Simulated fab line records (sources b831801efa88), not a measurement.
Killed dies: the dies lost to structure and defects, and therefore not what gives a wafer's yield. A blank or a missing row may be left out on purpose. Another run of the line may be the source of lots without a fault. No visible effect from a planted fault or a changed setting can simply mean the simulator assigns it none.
The same fault as seen by 2 desks + flow sky130 + every desk sees just its own numbers, and what lay behind them comes last

== AT THE TOOL OWNER'S DESK: pvd-sputter-01 ==
The tool's own readings at SKY_CAP2M_SPUTTER_02 (material TiN, target thk 200 nm, time 166.7 s): means of the sampled wafers that have a number, for each lot that ran on this tool. The brackets show how far a lot's mean lies from the usual mean; more than 4 standard deviations puts the lot out of limits, marked OUT.
Columns: A = throttle-valve-pct at SKY_CAP2M_SPUTTER_02, usual 30.3 %
| lot  | first seen here | A    |
|------|-----------------|------|
| L234 | day 40 03:13    | 30.2 |
| L236 | day 40 12:40    | 29.9 |
| L239 | day 42 00:05    | 30.1 |
| L247 | day 43 17:20    | 30.0 |
| L248 | day 44 09:40    | 30.3 |
| L255 | day 45 20:10    | 29.5 |
This desk's finding: nothing out of limits on any of the 6 lots.

== METROLOGY DESK ==
What the gauges read, lot by lot, whatever tool the lot ran on: means of the sampled wafers that have a number. The brackets show how far a lot's mean lies from the usual mean; more than 4 standard deviations puts the lot out of limits, marked OUT.
Columns: A = cd-nm at SKY_CONTACT_CD_MEAS_14, usual 170.4 nm; B = VIA3_BOW at SKY_VIA3_BOW_MEAS_03, usual 80 um; C = CAP2M_TIN_RS at SKY_CAP2M_RS_MEAS_03, usual 6.92 ohm/sq; D = CAP2M_TIN_THK at SKY_CAP2M_THK_MEAS_04, usual 196.9 nm
| lot  | first seen here | A     | B  | C               | D                |
|------|-----------------|-------|----|-----------------|------------------|
| L234 | day 32 00:37    | 171.3 | 74 | 6.80            | 198.8            |
| L235 | day 32 08:12    | 170.3 | 86 | 6.84            | 197.6            |
| L236 | day 32 11:48    | 168.0 | 91 | 6.83            | 200.6            |
| L238 | day 33 15:16    | 175.5 | 82 | 7.08            | 192.3            |
| L239 | day 34 01:13    | 171.6 | 76 | 6.77            | 201.5            |
| L247 | day 36 01:24    | 169.1 | 87 | 6.93            | 197.1            |
| L248 | day 36 16:24    | 170.0 | 79 | 6.98            | 195.7            |
| L249 | day 36 22:46    | 167.1 | 80 | 7.00            | 194.1            |
| L251 | day 37 11:28    | 170.4 | 90 | 7.05            | 192.8            |
| L255 | day 38 09:41    | 170.4 | 87 | 6.52 (-4.8) OUT | 207.8 (+4.4) OUT |
This desk finds L255 out of limits, with the earliest case on L255 at day 45 20:17 (CAP2M_TIN_RS at SKY_CAP2M_RS_MEAS_03). In limits: L234, L235, L236, L238, L239, L247, L248, L249, L251.

== ALL TOGETHER ==
On L255, the metrology desk was in a position to raise an alarm at day 45 20:17.
Nothing out of limits was seen by the tool owner's desk.
On record at the tool owner's desk: L255, within its limits.
On pvd-sputter-01, each named lot ran SKY_CAP2M_SPUTTER_02.

== WHAT THE SIMULATOR HAD INSERTED ==
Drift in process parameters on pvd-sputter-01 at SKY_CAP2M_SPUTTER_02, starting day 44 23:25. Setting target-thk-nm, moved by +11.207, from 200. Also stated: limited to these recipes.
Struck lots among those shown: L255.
Time in hours between the start of the fault and the first out-of-limits reading at each desk: metrology desk, 21.
